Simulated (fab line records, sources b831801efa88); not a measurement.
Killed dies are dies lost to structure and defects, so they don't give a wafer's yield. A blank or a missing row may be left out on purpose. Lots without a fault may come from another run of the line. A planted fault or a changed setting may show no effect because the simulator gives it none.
A struck lot beside a sound one | flow sky130 | 15 steps out of a route of 708
Sound: wafers L974.2, L974.3, L974.5. Struck: wafers L993.1, L993.2, L993.5. The cause comes at the end.
At each step with rows: each side's tool, then ch and its chambers, then its first start. Under that, the readings that differ: sound wafers | struck wafers | difference of the means | sigmas: that difference in standard deviations of wafers without a fault.
alike: readings whose means differ by less than 2 such deviations, and words and numbers that are the same on both sides. not compared: withheld readings, readings that some wafer has no value for, bounds like >300 that may hide the same value, and numbers for which the record gives no deviation and whose values overlap.
The two part at a step that has a row with sigmas, a row that says differs or no value, or rows on one side only. Numbers that don't overlap but have no deviation are shown without sigmas and don't part them. A reading that every wafer of one side lacks parts them only if that side has two wafers or more.

first, 3 steps without rows for these wafers: SKY_PASSIVATION_EXPOSE_08 (exposes mask NSM, target cd 3000 nm); SKY_PASSIVATION_PEB_09; SKY_PASSIVATION_DEVELOP_10 (develop time 60 s).
SKY_PASSIVATION_ETCH_11: etches the open film in CF4/O2, stops on AlCu, target depth 725 nm, time 161.1 s.
  sound on rie_diel-01 ch 0,2, day 45 03:14; struck on rie_diel-01 ch 1,3, day 49 17:27
  alike: cf4_flow_sccm, drypump_motor_current_A, oes_product_au, throttle_valve_pct
  not compared: rf_hours_counter_h
SKY_PASSIVATION_STRIP_12: strips in O2/N2.
  sound on plasma_asher-01 ch 0,1, day 45 03:21; struck on plasma_asher-01 ch 0,1, day 49 17:34
  alike: drypump_motor_current_A, oes_product_au, strip_time_to_endpoint_s
  not compared: rf_hours_counter_h
then, 7 steps without rows for these wafers: SKY_PAD_OPEN_DEHYDRATE_00 (time 60 s); SKY_PAD_OPEN_HMDS_01 (prime time 60 s); SKY_PAD_OPEN_COAT_02 (resist thk 3000 nm); SKY_PAD_OPEN_SOFTBAKE_03; SKY_PAD_OPEN_EXPOSE_04 (exposes mask PDM, target cd 60000 nm); SKY_PAD_OPEN_PEB_05; SKY_PAD_OPEN_DEVELOP_06 (develop time 60 s).
SKY_PAD_OPEN_ETCH_07: etches the open film in CF4/O2, stops on AlCu, target depth 725 nm, time 161.1 s.
  sound on rie_diel-02 ch 0,2, day 46 00:47; struck on rie_diel-02 ch 0,1,2, day 50 10:50
  reading                              | sound             | struck            | difference | sigmas
  oes_product_au (a.u.)                | 0.983 0.978 0.988 | 0.858 0.840 0.853 | -0.133     | -15
  throttle_valve_pct (%)               | 5.971 5.975 5.962 | 5.915 5.935 5.928 | -0.043     | -5
  model.PAD_OPEN.feature_depth_nm (nm) | 707.7 705.5 712.9 | 547.7 544.5 551.6 | -160.8     |
  model.etch.depth_nm (nm)             | 707.7 705.5 712.9 | 547.7 544.5 551.6 | -160.8     |
  alike: cf4_flow_sccm, drypump_motor_current_A
  not compared: rf_hours_counter_h
SKY_PAD_OPEN_STRIP_08: strips in O2/N2.
  sound on plasma_asher-01 ch 0,1, day 46 00:54; struck on plasma_asher-04 ch 0,1, day 50 10:56
  alike: drypump_motor_current_A, oes_product_au, strip_time_to_endpoint_s
  not compared: rf_hours_counter_h
SKY_PAD_OPEN_PROBE_99:
  sound on prober-01, day 46 03:10; struck on prober-01, day 50 13:11
  reading                                      | sound             | struck            | difference | sigmas
  model.etest.tester.sort_n_pass               | 414 410 402       | 0 0 0             | -409       |
  model.etest.tester.sort_yield_pct (%)        | 84.15 83.33 81.71 | 0 0 0             | -83        |
  model.etest.tester.sort_bin_5_pct (%)        | 8.943 9.553 10.98 | 92.89 93.09 94.31 | +83.60     |
  model.etest.pfet_01v8_mvt.under_floor        | 0 0 0             | 1 1 1             | +1         |
  model.etest.res_iso_pwell.open               | 0 0 0             | 1 1 1             | +1         |
  model.etest.pfet_16v.under_floor             | 0 0 0             | 1 1 1             | +1         |
  model.etest.res_pwell_under_gate.open        | 0 0 0             | 1 1 1             | +1         |
  model.etest.diode_pdiff_nwell_hv.under_floor | 0 0 0             | 1 1 1             | +1         |
  alike: defect_limited_yield, killed_at_M0_to_M3, killed_at_M4_up, killed_at_contacts, killed_at_front_end, killed_at_other, killed_dies, killed_open, killed_short

WHERE THEY PART
Only at SKY_PAD_OPEN_ETCH_07, within this record. Later steps at which nothing parts them and some readings are alike: SKY_PAD_OPEN_STRIP_08, SKY_PAD_OPEN_PROBE_99.

WHY: what the simulator had put in
Process parameter drift: rie_diel-02, from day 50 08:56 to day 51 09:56, at SKY_PAD_OPEN_ETCH_07. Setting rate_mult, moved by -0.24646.
